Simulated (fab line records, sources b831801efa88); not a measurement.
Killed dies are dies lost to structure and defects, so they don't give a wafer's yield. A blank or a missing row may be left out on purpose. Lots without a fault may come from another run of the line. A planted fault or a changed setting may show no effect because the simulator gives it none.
fab line records | flow gf180mcu
record lots=7 wafers=21 last_day=33
route steps=602 shown CONTACT@304 M1@315
lots that met no fault: from a run of the same line without faults
start_h: hours from the record's first day to the start of the lot's first wafer shown | wait_h: hours since the lot's step before | " the same as in the row above | L1.1+2: a row that stands for several wafers | - no value, or no start given | * or withheld: withheld | < > ~ a bound
route shown NAME@n: a module of which the file shows steps, and the number in the route of the first | usual: mean/standard deviation of fault-free wafers | same: alike in all rows | chamber/n: place in a boat | sites: the reading at each site | _std_site: their standard deviation | _edge_site: outer sites' mean less inner sites' | radius_mm: how far each site lies from the wafer's centre | mask NAME#n: copy n | behind: the tool/chamber that last shaped the wafer | hold: why the lot was held/for how many hours/how that ended | device: the transistor (n, p or np) that didn't switch | end of line: the same wafers' tests at the end of the route | a step without rows: its recipe alone | killed: dies lost to structure and defects at the first sort, not the wafer's yield | map: a wafer's dies, x killed, . not, _ none there
set.NAME: the setting as run; set.NAME@STEP: as run at that earlier step | model.NAME: the simulator's own value behind a step, which no gauge read
lots at some steps of the route; a table a step, a row a wafer
services: from which hour (start_h, from the record's first day; less than 0 if before it) a tool's chamber was out of use, for how many hours, and why
## steps
# step GF_CONTACT_ETCH_17
# recipe chemistry=C4F8/O2/Ar mask_material=KrF target=SiO2 stop_on=CoSi2 source_w=1500 bias_w=1200 pressure_mtorr=40 c4f8_flow_sccm=withheld O2_flow_sccm=6 Ar_flow_sccm=300 time_s=withheld target_depth_a=8600
# usual oes_product_au=0.815/0.0048
# columns lot.wafer tool chamber start_h wait_h oes_product_au
L992.1 rie_diel-01 3 - - 0.811
L992.3 " 1 " " 0.824
L992.6 " 3 " " 0.813
L995.3 rie_diel-04 1 - - 0.812
L995.4 " 2 " " 0.825
L995.6 " 0 " " 0.818
L100.1 rie_diel-04 1 - - 0.813
L100.2 " 3 " " 0.813
L100.5 " 0 " " 0.813
L101.1 rie_diel-04 0 - - 0.813
L101.4 " 2 " " 0.812
L101.6 " 2 " " 0.820
L102.2 rie_diel-04 2 - - 0.811
L102.5 " 0 " " 0.816
L102.6 " 3 " " 0.821
L104.1 rie_diel-04 2 - - 0.816
L104.4 " 0 " " 0.816
L104.6 " 2 " " 0.808
L108.1 rie_diel-04 1 - - 0.813
L108.4 " 0 " " 0.809
L108.6 " 0 " " 0.811
# step GF_CONTACT_STRIP_18
# recipe chemistry=O2/N2 power_w=1400 pressure_mtorr=1500 platen_temp_c=250 o2_flow_sccm=3000 n2_flow_sccm=300 overash_fraction=0.5
# usual drypump_motor_current_A=5.8/0.41 heater_power_w=338/52 oes_product_au=0.581/0.0044
# columns lot.wafer tool chamber start_h wait_h drypump_motor_current_A heater_power_w oes_product_au rf_hours_counter_h
L992.1 plasma_asher-02 0 379.07 - 5.7 432 0.580 77
L992.3 " 0 " " 5.7 420 0.581 -
L992.6 " 1 " " 6.2 299 0.579 -
L995.3 plasma_asher-03 1 414.26 - 6.6 279 0.590 -
L995.4 " 0 " " 5.7 291 0.582 -
L995.6 " 0 " " 5.7 286 0.582 -
L100.1 plasma_asher-01 0 453.56 - 5.2 320 0.577 35
L100.2 " 1 " " 5.7 342 0.572 35
L100.5 " 0 " " 5.2 315 0.582 -
L101.1 plasma_asher-02 0 471.10 - 5.8 433 0.581 89
L101.4 " 1 " " 6.2 301 0.583 -
L101.6 " 1 " " 6.2 294 0.578 -
L102.2 plasma_asher-02 0 474.36 - 5.7 422 0.584 89
L102.5 " 1 " " 6.2 297 0.582 -
L102.6 " 0 " " 5.8 419 0.577 -
L104.1 plasma_asher-03 1 492.10 - 6.6 284 0.573 2
L104.4 " 1 " " 6.6 272 0.582 -
L104.6 " 1 " " 6.6 277 0.584 -
L108.1 plasma_asher-01 1 525.82 - 5.7 352 0.586 45
L108.4 " 1 " " 5.7 335 0.582 -
L108.6 " 0 " " 5.2 314 0.581 -
# step GF_CONTACT_CLEAN_19
# recipe chemistry=SPM
# step GF_CONTACT_CLEAN_20
# recipe chemistry=DIW
# step GF_CONTACT_CLEAN_21
# recipe chemistry=dHF time_s=20 dilution=100:1 dry=ipa_marangoni
# step GF_CONTACT_SPUTTER_22
# recipe material=Ti target_thk_nm=15 chamber_pressure_pa=5 power_w=2500 substrate_temp_c=200 time_s=80.02
# step GF_CONTACT_SPUTTER_23
# recipe material=TiN target_thk_nm=10 chamber_pressure_pa=5 power_w=4000 time_s=40
# step GF_CONTACT_CVD_24
# recipe material=W target_thk_nm=300 time_s=90.339 temp_c=400 pressure_torr=40
# step GF_CONTACT_RS_MEAS_25
# recipe thk_meas_gauge=four-point-probe reads=W_of_CONTACT_CVD_24+TiN_of_CONTACT_SPUTTER_23+Ti_of_CONTACT_SPUTTER_22
# usual CONTACT_W_RS=0.382/0.006
# columns lot.wafer tool chamber start_h wait_h CONTACT_W_RS[ohm/sq]
L992.1 film_metro-03 - 379.57 0.1 0.372
L992.3 " - " " 0.372
L992.6 " - " " 0.374
L995.3 film_metro-03 - 414.87 0.1 0.380
L995.4 " - " " 0.385
L995.6 " - " " 0.380
L100.1 film_metro-02 - 454.06 0.1 0.391
L100.2 " - " " 0.383
L100.5 " - " " 0.389
L101.1 film_metro-02 - 471.60 0.1 0.389
L101.4 " - " " 0.389
L101.6 " - " " 0.386
L102.2 film_metro-02 - 474.89 0.1 0.377
L102.5 " - " " 0.380
L102.6 " - " " 0.379
L104.1 film_metro-01 - 492.61 0.1 0.383
L104.4 " - " " 0.385
L104.6 " - " " 0.381
L108.1 film_metro-03 - 526.32 0.1 0.383
L108.4 " - " " 0.387
L108.6 " - " " 0.385
# step GF_CONTACT_THK_MEAS_26
# recipe thk_meas_gauge=xrf reads=W_of_CONTACT_CVD_24
# usual CONTACT_W_THK=306/4.8
# columns lot.wafer tool chamber start_h wait_h CONTACT_W_THK[nm]
L992.1 film_metro-03 - 379.69 0.1 315
L992.3 " - " " 314
L992.6 " - " " 311
L995.3 film_metro-03 - 414.97 0.1 306
L995.4 " - " " 305
L995.6 " - " " 308
L100.1 film_metro-02 - 454.18 0.1 296
L100.2 " - " " 305
L100.5 " - " " 302
L101.1 film_metro-02 - 471.72 0.1 300
L101.4 " - " " 297
L101.6 " - " " 302
L102.2 film_metro-02 - 475.00 0.1 310
L102.5 " - " " 307
L102.6 " - " " 310
L104.1 film_metro-01 - 492.73 0.1 307
L104.4 " - " " 305
L104.6 " - " " 308
L108.1 film_metro-03 - 526.44 0.1 305
L108.4 " - " " 302
L108.6 " - " " 302
# step GF_CONTACT_CMP_27
# recipe stop_on=SiO2 down_force_psi=3.5 platen_rpm=60 t_overpolish_s=15 target_thk_nm=0 pad_velocity_m_s=0.94248
# step GF_M1_SPUTTER_00
# recipe material=Ti target_thk_nm=37.5 arriving_ion_energy_ev=80 substrate_temp_c=200 chamber_pressure_pa=2 power_w=4000 time_s=150
# step GF_M1_SPUTTER_01
# recipe material=TiN target_thk_nm=30 power_w=6500 time_s=25 chamber_pressure_pa=0.4
# usual cathode_dc_power_W=6500.0/1.2 chamber_pressure_pa=0.4001/0.0009 throttle_valve_pct=30.1/1.4
# columns lot.wafer tool chamber start_h wait_h cathode_dc_power_W chamber_pressure_pa throttle_valve_pct
L992.1 pvd_sputter-01 - 380.15 0.1 6500.1 0.3998 28.1
L992.3 " - " " 6501.3 0.4008 31.7
L992.6 " - " " 6501.9 0.4003 27.5
L995.3 pvd_sputter-04 - 415.41 0.1 6502.0 0.3996 31.0
L995.4 " - " " 6500.3 0.4000 28.4
L995.6 " - " " 6499.9 0.4004 28.4
L100.1 pvd_sputter-04 - 454.64 0.1 - - -
L100.2 " - " " - - -
L100.5 " - " " - - -
L101.1 pvd_sputter-01 - 472.18 0.1 - - -
L101.4 " - " " - - -
L101.6 " - " " - - -
L102.2 pvd_sputter-04 - 475.62 0.1 - - -
L102.5 " - " " - - -
L102.6 " - " " - - -
L104.1 pvd_sputter-04 - 493.19 0.1 6501.2 0.3993 32.5
L104.4 " - " " 6501.1 0.4001 31.0
L104.6 " - " " 6500.5 0.3998 32.2
L108.1 pvd_sputter-02 - 526.90 0.1 6500.9 0.4006 31.1
L108.4 " - " " 6501.6 0.4004 30.8
L108.6 " - " " 6500.0 0.3999 28.8
# step GF_M1_SPUTTER_02
# recipe material=AlCu target_thk_nm=450 power_w=10600 time_s=23.9 chamber_pressure_pa=0.4
# usual cathode_dc_power_W=10600/1.9 chamber_pressure_pa=0.4001/0.0008 throttle_valve_pct=30.1/1.4
# columns lot.wafer tool chamber start_h wait_h cathode_dc_power_W chamber_pressure_pa throttle_valve_pct
L992.1 pvd_sputter-01 - 380.18 0.0 10602 0.4010 28.3
L992.3 " - " " 10603 0.3997 31.4
L992.6 " - " " 10601 0.3999 27.4
L995.3 pvd_sputter-04 - 415.44 0.0 10599 0.4006 30.9
L995.4 " - " " 10603 0.4005 28.6
L995.6 " - " " 10600 0.3992 28.1
L100.1 pvd_sputter-04 - 454.67 0.0 10600 0.3994 32.1
L100.2 " - " " 10603 0.4002 30.7
L100.5 " - " " 10598 0.3993 32.7
L101.1 pvd_sputter-01 - 472.21 0.0 10600 0.4006 27.6
L101.4 " - " " 10597 0.4015 29.8
L101.6 " - " " 10599 0.4012 28.0
L102.2 pvd_sputter-04 - 475.65 0.0 10602 0.4009 28.5
L102.5 " - " " 10601 0.3996 30.9
L102.6 " - " " 10599 0.4006 32.4
L104.1 pvd_sputter-04 - 493.22 0.0 10599 0.3995 32.5
L104.4 " - " " 10602 0.3988 30.8
L104.6 " - " " 10602 0.3989 32.2
L108.1 pvd_sputter-02 - 526.93 0.0 10600 0.4005 30.7
L108.4 " - " " 10600 0.4001 30.8
L108.6 " - " " 10599 0.3997 29.1
# step GF_M1_SPUTTER_03
# recipe material=Ti target_thk_nm=10 substrate_temp_c=300 chamber_pressure_pa=0.3 power_w=3000 time_s=6.7
# step GF_M1_SPUTTER_04
# recipe material=TiN target_thk_nm=50 power_w=6500 time_s=41.7 chamber_pressure_pa=0.4
# usual cathode_dc_power_W=6499.9/1.1 chamber_pressure_pa=0.3999/0.00079 throttle_valve_pct=30.1/1.4
# columns lot.wafer tool chamber start_h wait_h cathode_dc_power_W chamber_pressure_pa throttle_valve_pct
L992.1 pvd_sputter-01 - 380.23 0.0 6501.3 0.4001 28.0
L992.3 " - " " 6500.7 0.4002 31.3
L992.6 " - " " 6498.6 0.3997 27.6
L995.3 pvd_sputter-04 - 415.49 0.0 6500.7 0.4008 31.1
L995.4 " - " " 6499.8 0.3995 28.3
L995.6 " - " " 6497.6 0.3998 28.5
L100.1 pvd_sputter-04 - 454.72 0.0 6500.9 0.3992 32.6
L100.2 " - " " 6499.8 0.3983 31.0
L100.5 " - " " 6500.5 0.4000 32.3
L101.1 pvd_sputter-01 - 472.26 0.0 6499.0 0.3997 27.7
L101.4 " - " " 6498.9 0.3989 29.8
L101.6 " - " " 6499.8 0.4008 27.5
L102.2 pvd_sputter-04 - 475.70 0.0 6500.7 0.3996 28.5
L102.5 " - " " 6501.0 0.4001 30.8
L102.6 " - " " 6500.9 0.4009 32.1
L104.1 pvd_sputter-04 - 493.27 0.0 6500.3 0.3997 32.3
L104.4 " - " " 6499.7 0.4005 30.8
L104.6 " - " " 6499.6 0.4001 32.3
L108.1 pvd_sputter-02 - 526.98 0.0 6500.3 0.3996 30.9
L108.4 " - " " 6500.0 0.3979 30.5
L108.6 " - " " 6500.9 0.3994 28.9
# step GF_M1_DEHYDRATE_07
# recipe temp_c=200 time_s=60
# step GF_M1_HMDS_08
# recipe prime_time_s=60 prime_temp_c=120
# step GF_M1_COAT_09
# recipe resist=KrF spin_rpm=withheld resist_thk_nm=1000
# step GF_M1_SOFTBAKE_10
# recipe temp_c=130 time_s=60 resist=KrF
# step GF_M1_EXPOSE_11
# recipe mask_id=Metal1 target_cd_nm=230 na=0.68 source_shape=conventional sigma_outer=0.6 dose_mj=28
# step GF_M1_PEB_12
# recipe peb_temp_c=133.8 peb_time_s=90 resist=KrF
# step GF_M1_DEVELOP_13
# recipe develop_time_s=60 dev_temp_c=21
# step GF_M1_CD_MEAS_14
# recipe target_cd_nm=230
# usual cd_nm=230.2/1
# columns lot.wafer tool chamber start_h wait_h cd_nm
L992.1 cd_sem-02 - 403.30 0.1 230.7
L992.3 " - " " 230.3
L992.6 " - " " 230.7
L995.3 cd_sem-01 - 438.70 0.1 230.5
L995.4 " - " " 230.4
L995.6 " - " " 230.7
L100.1 cd_sem-01 - 478.80 0.1 231.0
L100.2 " - " " 231.8
L100.5 " - " " 230.4
L101.1 cd_sem-02 - 496.76 0.1 228.5
L101.4 " - " " 229.6
L101.6 " - " " 228.6
L102.2 cd_sem-01 - 500.11 0.1 230.6
L102.5 " - " " 230.2
L102.6 " - " " 231.4
L104.1 cd_sem-01 - 517.19 0.1 228.3
L104.4 " - " " 229.3
L104.6 " - " " 228.8
L108.1 cd_sem-01 - 549.46 0.1 230.5
L108.4 " - " " 229.8
L108.6 " - " " 230.1
# step GF_M1_OVL_MEAS_15
# usual M1_OVL=2/4.7
# columns lot.wafer tool chamber start_h wait_h M1_OVL[nm]
L992.1 overlay-01 - 403.42 0.1 3
L992.3 " - " " 2
L992.6 " - " " 7
L995.3 overlay-02 - 438.79 0.1 -5
L995.4 " - " " -6
L995.6 " - " " -2
L100.1 overlay-02 - 478.92 0.1 4
L100.2 " - " " 6
L100.5 " - " " 3
L101.1 overlay-01 - 496.88 0.1 0
L101.4 " - " " 3
L101.6 " - " " -1
L102.2 overlay-02 - 500.22 0.1 2
L102.5 " - " " 5
L102.6 " - " " 7
L104.1 overlay-02 - 517.31 0.1 -7
L104.4 " - " " 1
L104.6 " - " " -2
L108.1 overlay-01 - 549.58 0.1 1
L108.4 " - " " 7
L108.6 " - " " 0
# step GF_M1_METAL_ETCH_16
# recipe chemistry=Cl2/BCl3 mask_material=KrF target_depth_nm=627.5 stop_on=SiO2 pressure_mtorr=8 icp_w=800 bias_w=140 Cl2_flow_sccm=80 bcl3_flow_sccm=40 time_s=104.6
# usual drypump_motor_current_A=5.8/0.55 oes_product_au=0.972/0.0064 throttle_valve_pct=28.250/0.011
# columns lot.wafer tool chamber start_h wait_h drypump_motor_current_A oes_product_au rf_hours_counter_h throttle_valve_pct
L992.1 rie_metal-02 1 403.45 0.0 6.6 0.976 9 28.232
L992.3 " 1 " " 6.6 0.976 - 28.255
L992.6 " 1 " " 6.6 0.975 - 28.253
L995.3 rie_metal-04 0 438.85 0.1 6.2 0.966 - 28.262
L995.4 " 1 " " 5.2 0.970 - 28.240
L995.6 " 0 " " 6.3 0.975 - 28.250
L100.1 rie_metal-02 1 478.96 0.0 6.5 0.943 10 28.268
L100.2 " 0 " " 5.4 0.941 11 28.285
L100.5 " 1 " " 6.6 0.947 - 28.286
L101.1 rie_metal-04 1 496.92 0.0 5.2 0.931 6 28.298
L101.4 " 1 " " 5.2 0.942 - 28.284
L101.6 " 1 " " 5.2 0.934 - 28.291
L102.2 rie_metal-01 1 500.25 0.0 5.4 0.942 11 28.285
L102.5 " 1 " " 5.4 0.948 - 28.274
L102.6 " 0 " " 5.7 0.943 - 28.285
L104.1 rie_metal-04 1 517.35 0.0 5.2 0.971 7 28.245
L104.4 " 1 " " 5.2 0.979 - 28.246
L104.6 " 1 " " 5.2 0.968 - 28.243
L108.1 rie_metal-02 0 549.61 0.0 5.4 0.968 0 28.280
L108.4 " 1 " " 6.6 0.980 - 28.250
L108.6 " 1 " " 6.6 0.981 - 28.243
# step GF_M1_STRIP_17
# recipe chemistry=O2/N2 power_w=1400 pressure_mtorr=1500 platen_temp_c=250 o2_flow_sccm=3000 n2_flow_sccm=300 overash_fraction=0.5
# usual drypump_motor_current_A=5.6/0.46 heater_power_w=346/46 oes_product_au=0.557/0.0046 strip_time_to_endpoint_s=7.86/0.041
# columns lot.wafer tool chamber start_h wait_h drypump_motor_current_A heater_power_w oes_product_au rf_hours_counter_h strip_time_to_endpoint_s
L992.1 plasma_asher-02 1 403.56 0.1 6.2 299 0.561 80 7.83
L992.3 " 1 " " 6.2 298 0.548 - 7.83
L992.6 " 1 " " 6.2 294 0.551 - 7.83
L995.3 plasma_asher-04 0 438.96 0.1 4.9 389 0.553 - 7.95
L995.4 " 1 " " 5.9 297 0.561 - 7.83
L995.6 " 0 " " 4.9 391 0.562 - 7.91
L100.1 plasma_asher-04 1 479.07 0.1 5.9 303 0.555 68 7.86
L100.2 " 0 " " 4.9 380 0.554 68 7.84
L100.5 " 1 " " 5.9 304 0.558 - 7.83
L101.1 plasma_asher-04 0 497.14 0.2 4.9 384 0.560 71 7.91
L101.4 " 1 " " 5.9 301 0.556 - 7.85
L101.6 " 1 " " 5.9 298 0.559 - 7.89
L102.2 plasma_asher-02 0 500.36 0.1 5.7 429 0.558 92 7.83
L102.5 " 1 " " 6.2 307 0.550 - 7.87
L102.6 " 0 " " 5.7 419 0.559 - 7.85
L104.1 plasma_asher-02 0 517.57 0.2 5.7 425 0.561 94 7.86
L104.4 " 0 " " 5.7 427 0.561 - 7.89
L104.6 " 1 " " 6.2 303 0.554 - 7.87
L108.1 plasma_asher-01 1 549.73 0.1 5.7 351 0.558 48 7.92
L108.4 " 0 " " 5.2 322 0.554 - 7.81
L108.6 " 0 " " 5.2 315 0.555 - 7.85
## services
# columns tool chamber start_h hours kind
rie_diel-04 - 376.21 14.6 pm
rie_diel-01 2 378.57 10.3 repair
rie_metal-01 0 381.36 3.3 repair
rie_metal-04 - 391.71 0.4 repair
rie_diel-04 0 391.95 15.9 repair
rie_metal-01 - 409.65 0.3 repair
pvd_sputter-04 - 411.34 2.7 repair
rie_metal-01 - 416.67 2.8 pm
plasma_asher-03 - 421.25 9.0 pm
plasma_asher-03 - 448.85 41.1 pm
plasma_asher-04 - 457.09 2.8 pm
plasma_asher-02 - 477.50 2.8 pm
pvd_sputter-02 - 493.07 5.3 repair
plasma_asher-04 - 500.32 1.9 repair
plasma_asher-04 - 500.81 3.4 repair
plasma_asher-04 - 516.77 9.2 pm
pvd_sputter-01 - 523.20 2.3 repair
plasma_asher-02 - 524.55 2.0 repair
rie_metal-02 - 525.65 0.3 repair
plasma_asher-01 - 535.08 2.8 pm
rie_diel-01 2 536.32 2.6 repair
plasma_asher-04 - 541.40 2.4 repair
rie_metal-04 1 543.69 12.3 repair
rie_diel-01 0 546.71 5.3 repair
## key
first_sign step=GF_M1_SPUTTER_01 reading=tool_record direction=missing
effect step=GF_M1_METAL_ETCH_16 reading=oes_product_au direction=down sigmas=4.8 usual=0.972 struck=0.941
met_at GF_M1_SPUTTER_01
struck_wafers L100.1,L100.2,L100.5,L101.1,L101.4,L101.6,L102.2,L102.5,L102.6
later_rows_left_out L100.1,L100.2,L100.5,L101.1,L101.4,L101.6,L102.2,L102.5,L102.6
sort_left_out L100.1,L100.2,L100.5,L101.1,L101.4,L101.6,L102.2,L102.5,L102.6
onset_between 415.41 454.64
fault kind=skipped_step_whole tool=pvd_sputter-01,pvd_sputter-04 chamber=- onset_h=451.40 steps=GF_M1_SPUTTER_01 scope=struck_lots_only
# sort_left_out: the simulated sort isn't trusted on such a fault, so these wafers' sort isn't shown, and their yield isn't known
# later_rows_left_out: the simulator's readings of these wafers behind a module that went badly wrong aren't trusted and aren't shown, but for the sort
